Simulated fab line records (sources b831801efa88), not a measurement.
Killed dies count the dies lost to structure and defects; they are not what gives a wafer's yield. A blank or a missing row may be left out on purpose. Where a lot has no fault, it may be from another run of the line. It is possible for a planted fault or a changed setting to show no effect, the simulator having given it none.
Struck lot and sound lot, side by side + flow gf180mcu + 15 steps out of a route of 602
Sound: wafers L603.3, L603.5, L603.6. Wafers L600.2, L600.3, L600.6 were the ones struck. The cause comes at the end.
For every step that has rows: the tool of each side, followed by ch and its chambers, followed by its first start. Under that, the readings that differ: sound wafers + struck wafers + difference of the means + sigmas: that difference in standard deviations of wafers without a fault.
alike: a reading whose means differ by less than 2 such deviations, as well as words and numbers matching on both sides. not compared: withheld readings; readings where some wafer has no value; bounds like >300 that might hide an equal value; numbers whose values overlap and for which the record gives no deviation.
Wherever a step has rows on one side only, a row that says differs or no value, or a row with sigmas, the two part there. Numbers that have no deviation but don't overlap get no sigmas and don't part them. Lack of a reading on every wafer of one side parts them only where that side has two or more wafers.

first, 7 steps without rows for these wafers: GF_MVSD_DEHYDRATE_00 (time 60 s); GF_MVSD_HMDS_01 (prime time 60 s); GF_MVSD_COAT_02 (resist thk 3000 nm); GF_MVSD_SOFTBAKE_03; GF_MVSD_EXPOSE_04 (exposes mask MVSD, target cd 1000 nm); GF_MVSD_PEB_05; GF_MVSD_DEVELOP_06 (develop time 60 s).
GF_MVSD_OVL_MEAS_07:
  struck on overlay-02, day 8 19:52; sound on overlay-01, day 9 12:52
  alike: MVSD_OVL
then, 2 steps without rows for these wafers: GF_MVSD_IMPLANT_08; GF_MVSD_IMPLANT_09.
GF_MVSD_STRIP_10: strips in O2/N2.
  sound on plasma_asher-01 ch 0,1, day 9 13:14; struck on plasma_asher-01 ch 0,1, day 8 20:11
  alike: drypump_motor_current_A, heater_power_w, oes_product_au, strip_time_to_endpoint_s
  not compared: rf_hours_counter_h
GF_MVSD_TW_MEAS_11:
  struck on film_metro-03, day 8 20:18; sound on film_metro-04, day 9 13:19
| reading | sound          | struck         | difference | sigmas |
|---------|----------------|----------------|------------|--------|
| MVSD_TW | 1604 1613 1606 | 1553 1550 1559 | -54        | -3     |
GF_MVPSD_DEHYDRATE_00: time 60 s.
  sound on litho_track-04 ch 0, day 9 21:57; struck on litho_track-03 ch 0, day 9 04:38
| reading                  | sound                | struck               | difference | sigmas |
|--------------------------|----------------------|----------------------|------------|--------|
| heater_power_total_W (W) | 160.22 160.50 160.29 | 166.25 166.02 166.01 | +5.76      | +48    |
| plate_temp_C (C)         | 200.28 200.22 200.25 | 205.46 205.52 205.70 | +5.31      | +31    |
then, 1 step without rows for these wafers: GF_MVPSD_HMDS_01 (prime time 60 s).
-- the record jumps here: 25 days lie between the struck wafers' starts before and after (it left off in module MVPSD and takes up again in module PASSIVATION, whose first step shown is number 602 of the route) --
GF_PASSIVATION_PROBE_99:
  record: rows for the struck wafers here (prober-02, day 34 01:47), none for the sound ones

WHERE THEY PART
Earliest at GF_MVSD_TW_MEAS_11; latest, in this record, at GF_PASSIVATION_PROBE_99.

WHY: the cause the simulator had injected
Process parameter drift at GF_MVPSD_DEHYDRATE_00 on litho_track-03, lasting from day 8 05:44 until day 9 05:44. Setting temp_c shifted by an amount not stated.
